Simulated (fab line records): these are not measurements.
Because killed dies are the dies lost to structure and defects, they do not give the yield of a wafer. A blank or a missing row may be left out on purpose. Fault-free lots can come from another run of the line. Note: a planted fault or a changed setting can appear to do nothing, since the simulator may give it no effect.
Chamber matching / flow sky130 / SKY_FIELD_ISO_ETCH_17 on rie-si-01: 4 sister chambers
The step etches Si in HBr/Cl2/O2, target depth 342 nm, time 97.7 s. 16 wafers are shown with their chamber, then 8 later ones without.

== WAFERS WITH THEIR CHAMBER ==
wafer=L520.2; chamber=1; drypump-motor-current-A (A)=5.8; oes-product-au (a.u.)=0.991; throttle-valve-pct (%)=25.650
wafer=L520.4; chamber=2; drypump-motor-current-A (A)=6.1; oes-product-au (a.u.)=0.993; throttle-valve-pct (%)=25.655
wafer=L520.6; chamber=3; drypump-motor-current-A (A)=5.6; oes-product-au (a.u.)=0.988; throttle-valve-pct (%)=25.669
wafer=L521.1; chamber=2; drypump-motor-current-A (A)=6.1; oes-product-au (a.u.)=0.995; throttle-valve-pct (%)=25.662
wafer=L521.2; chamber=3; drypump-motor-current-A (A)=5.6; oes-product-au (a.u.)=0.998; throttle-valve-pct (%)=25.683
wafer=L521.4; chamber=0; drypump-motor-current-A (A)=4.7; oes-product-au (a.u.)=0.995; throttle-valve-pct (%)=25.665
wafer=L524.1; chamber=1; drypump-motor-current-A (A)=5.8; oes-product-au (a.u.)=0.992; throttle-valve-pct (%)=25.668
wafer=L524.5; chamber=1; drypump-motor-current-A (A)=5.8; oes-product-au (a.u.)=0.992; throttle-valve-pct (%)=25.681
wafer=L524.6; chamber=2; drypump-motor-current-A (A)=6.1; oes-product-au (a.u.)=1.003; throttle-valve-pct (%)=25.651
wafer=L527.2; chamber=2; drypump-motor-current-A (A)=6.0; oes-product-au (a.u.)=1.000; throttle-valve-pct (%)=25.639
wafer=L527.4; chamber=1; drypump-motor-current-A (A)=5.7; oes-product-au (a.u.)=0.984; throttle-valve-pct (%)=25.667
wafer=L527.6; chamber=3; drypump-motor-current-A (A)=5.6; oes-product-au (a.u.)=0.999; throttle-valve-pct (%)=25.662
wafer=L528.1; chamber=1; drypump-motor-current-A (A)=5.8; oes-product-au (a.u.)=0.987; throttle-valve-pct (%)=25.652
wafer=L528.4; chamber=3; drypump-motor-current-A (A)=5.6; oes-product-au (a.u.)=1.006; throttle-valve-pct (%)=25.660
wafer=L528.6; chamber=0; drypump-motor-current-A (A)=4.7; oes-product-au (a.u.)=0.994; throttle-valve-pct (%)=25.650
wafer=L529.4; chamber=2; drypump-motor-current-A (A)=6.1; oes-product-au (a.u.)=1.006; throttle-valve-pct (%)=25.661

SIGNATURES (means of the wafers above)
reading=drypump-motor-current-A; chamber 0=4.700; chamber 1=5.780; chamber 2=6.080; chamber 3=5.600; scatter within a chamber=0.0365
reading=oes-product-au; chamber 0=0.99450; chamber 1=0.98920; chamber 2=0.99940; chamber 3=0.99775; scatter within a chamber=0.00527
reading=throttle-valve-pct; chamber 0=25.65750; chamber 1=25.66360; chamber 2=25.65360; chamber 3=25.66850; scatter within a chamber=0.0109
Rule: distance of a wafer from a chamber = root of the sum over the readings of ((wafer's reading minus chamber's mean) / reading's scatter) squared. If the next closest chamber is less than 2 further off than the closest, the wafer can't be placed; otherwise it belongs to the closest. How the scatter is found: for the shown wafers, subtract from each reading the mean of its chamber, square and add these, divide the total by (wafers less chambers), then take the root.

== WAFERS WITHOUT THEIR CHAMBER ==
wafer=L529.5; drypump-motor-current-A (A)=4.7; oes-product-au (a.u.)=0.996; throttle-valve-pct (%)=25.641
wafer=L529.6; drypump-motor-current-A (A)=5.8; oes-product-au (a.u.)=0.995; throttle-valve-pct (%)=25.665
wafer=L530.2; drypump-motor-current-A (A)=5.6; oes-product-au (a.u.)=1.003; throttle-valve-pct (%)=25.652
wafer=L530.4; drypump-motor-current-A (A)=5.8; oes-product-au (a.u.)=0.996; throttle-valve-pct (%)=25.662
wafer=L530.6; drypump-motor-current-A (A)=6.0; oes-product-au (a.u.)=0.995; throttle-valve-pct (%)=25.655
wafer=L532.2; drypump-motor-current-A (A)=5.5; oes-product-au (a.u.)=0.996; throttle-valve-pct (%)=25.653
wafer=L532.4; drypump-motor-current-A (A)=5.6; oes-product-au (a.u.)=1.003; throttle-valve-pct (%)=25.647
wafer=L532.6; drypump-motor-current-A (A)=5.8; oes-product-au (a.u.)=0.988; throttle-valve-pct (%)=25.671

== CHAMBER TAKEN BY EACH ==
wafer=L529.5; from the rows above=0; in truth=0
wafer=L529.6; from the rows above=1; in truth=1
wafer=L530.2; from the rows above=3; in truth=3
wafer=L530.4; from the rows above=1; in truth=1
wafer=L530.6; from the rows above=2; in truth=2
wafer=L532.2; from the rows above=3; in truth=3
wafer=L532.4; from the rows above=3; in truth=3
wafer=L532.6; from the rows above=1; in truth=1
Correctly placed: 8 of 8. Not placeable from these rows: 0. 0 placed wrongly.
